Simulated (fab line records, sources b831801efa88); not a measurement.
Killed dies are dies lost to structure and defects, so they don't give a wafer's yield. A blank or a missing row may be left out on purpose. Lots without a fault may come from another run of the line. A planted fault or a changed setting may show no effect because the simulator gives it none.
One fault seen from 2 desks | flow gf180mcu | each desk has only its own numbers; what lay behind them comes last

THE METROLOGY DESK
What the gauges read, lot by lot, whatever tool the lot ran on: means of the sampled wafers that have a number. A lot is out of limits, marked OUT, if its mean lies more than 4 standard deviations from the usual mean; the brackets give that distance. Of its 8 readings 7 are shown: those that lie furthest out on some lot.
Columns: A = NWELL_OVL at GF_NWELL_OVL_MEAS_07, usual 0.2 nm; B = NWELL_TW at GF_NWELL_TW_MEAS_11, usual 1569; C = LVPWELL_OVL at GF_LVPWELL_OVL_MEAS_07, usual -0.9 nm; D = LVPWELL_TW at GF_LVPWELL_TW_MEAS_11, usual 556; E = MVSD_TW at GF_MVSD_TW_MEAS_11, usual 1595; F = MVPSD_OVL at GF_MVPSD_OVL_MEAS_07, usual 0.3 nm; G = MVPSD_TW at GF_MVPSD_TW_MEAS_11, usual 550.2
lot  | first seen here | A    | B    | C    | D   | E    | F    | G
L935 | day 4 17:37     | 3.9  | 1574 | -2.6 | 557 | 1599 | -1.4 | 548.6
L937 | day 5 06:34     | 3.4  | 1572 | 0.8  | 556 | 1586 | 1.0  | 550.4
L940 | day 5 20:04     | 0.1  | 1569 | -2.3 | 553 | 1606 | 2.5  | 555.6
L944 | day 6 16:45     | 1.2  | 1559 | 1.7  | 557 | 1600 | -0.2 | 551.3
L946 | day 7 03:30     | 0.5  | 1579 | 0.3  | 562 | 1599 | 0.3  | 550.4
L948 | day 7 14:30     | -2.2 | 1563 | -0.5 | 553 | 1580 | 0.9  | 550.9
This desk's finding: nothing out of limits on any of the 6 lots.

THE TOOL OWNER'S DESK: litho_track-04
The tool's own readings at GF_LVPWELL_DEVELOP_06 (develop time 60 s): means of the sampled wafers that have a number, for each lot that ran on this tool. A lot is out of limits, marked OUT, if its mean lies more than 4 standard deviations from the usual mean; the brackets give that distance.
Columns: A = exhaust_pa at GF_LVPWELL_DEVELOP_06, usual 45.0 Pa
lot  | first seen here | A
L935 | day 5 08:00     | 45.3
L937 | day 5 21:00     | 44.6
L940 | day 6 11:00     | 44.9
L946 | day 7 19:00     | 45.3
L948 | day 8 06:00     | 45.1
This desk's finding: nothing out of limits on any of the 5 lots.

PUT TOGETHER
The metrology desk saw nothing out of limits.
The tool owner's desk saw nothing out of limits.

WHAT THE SIMULATOR HAD PUT IN
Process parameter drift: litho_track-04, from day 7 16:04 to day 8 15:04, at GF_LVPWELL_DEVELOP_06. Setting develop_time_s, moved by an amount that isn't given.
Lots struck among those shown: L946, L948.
